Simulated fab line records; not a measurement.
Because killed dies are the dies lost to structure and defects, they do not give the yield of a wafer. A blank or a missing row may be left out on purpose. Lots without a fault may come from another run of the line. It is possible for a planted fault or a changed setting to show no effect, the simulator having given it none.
Which tool was responsible? ; flow sky130 ; 11 lots, 33 wafers sampled, at 2 steps of a route of 708

WHAT THE GAUGES SHOWED, per wafer
SKY_METAL3_OVL_MEAS_14.
lot;measured;on;METAL3_OVL (nm)
L506;day 38 07:47;overlay-01;10 10 14
L505;day 38 10:34;overlay-02;-7 -10 -1
L507;day 38 19:54;overlay-01;4 3 -1
L510;day 39 22:17;overlay-02;7 0 4
L511;day 40 02:46;overlay-02;-1 -4 -1
L516;day 41 21:35;overlay-02;7 3 -1
L522;day 43 05:59;overlay-02;0 3 1
L523;day 43 08:34;overlay-02;0 -2 -4
L524;day 43 13:38;overlay-01;2 3 1
L528;day 45 02:05;overlay-01;-17 -7 -12
L527;day 45 10:26;overlay-02;15 11 2

EACH LOT AND THE TOOL THAT RAN IT (in order: tool; ch and the chambers of the sampled wafers; start)
lot;SKY_METAL3_SPUTTER_02
L506;pvd_sputter-02, day 36 02:43
L505;pvd_sputter-02, day 36 06:54
L507;pvd_sputter-03, day 36 16:30
L510;pvd_sputter-02, day 37 18:28
L511;pvd_sputter-02, day 37 23:56
L516;pvd_sputter-02, day 39 19:33
L522;pvd_sputter-04, day 41 06:31
L523;pvd_sputter-03, day 41 08:10
L524;pvd_sputter-03, day 41 14:10
L528;pvd_sputter-03, day 43 03:35
L527;pvd_sputter-03, day 43 12:28
- SKY_METAL3_SPUTTER_02: material AlCu, target thk 735 nm, time 39.1 s.

THE ANSWER, worked out from the rows above alone
Rule: what is usual is taken from the lots themselves. The widest of any qualifying gaps counts: lots, ordered by their means at a reading, are off when they make up no more than a third of the lots, leave a main group of 4 or more, and stand apart from it by 3 or more times the standard deviation of that group's means. The tables above print the reading to a certain number of digits; a main group whose means all agree to those digits is not used. A lot without any number at a reading at which 4 lots or more have one is off too. The other lots that the step has rows for count as sound.
No lot is off on any of the readings shown, so nothing can be concluded from this.

WHAT HAD BEEN PUT IN BY THE SIMULATOR
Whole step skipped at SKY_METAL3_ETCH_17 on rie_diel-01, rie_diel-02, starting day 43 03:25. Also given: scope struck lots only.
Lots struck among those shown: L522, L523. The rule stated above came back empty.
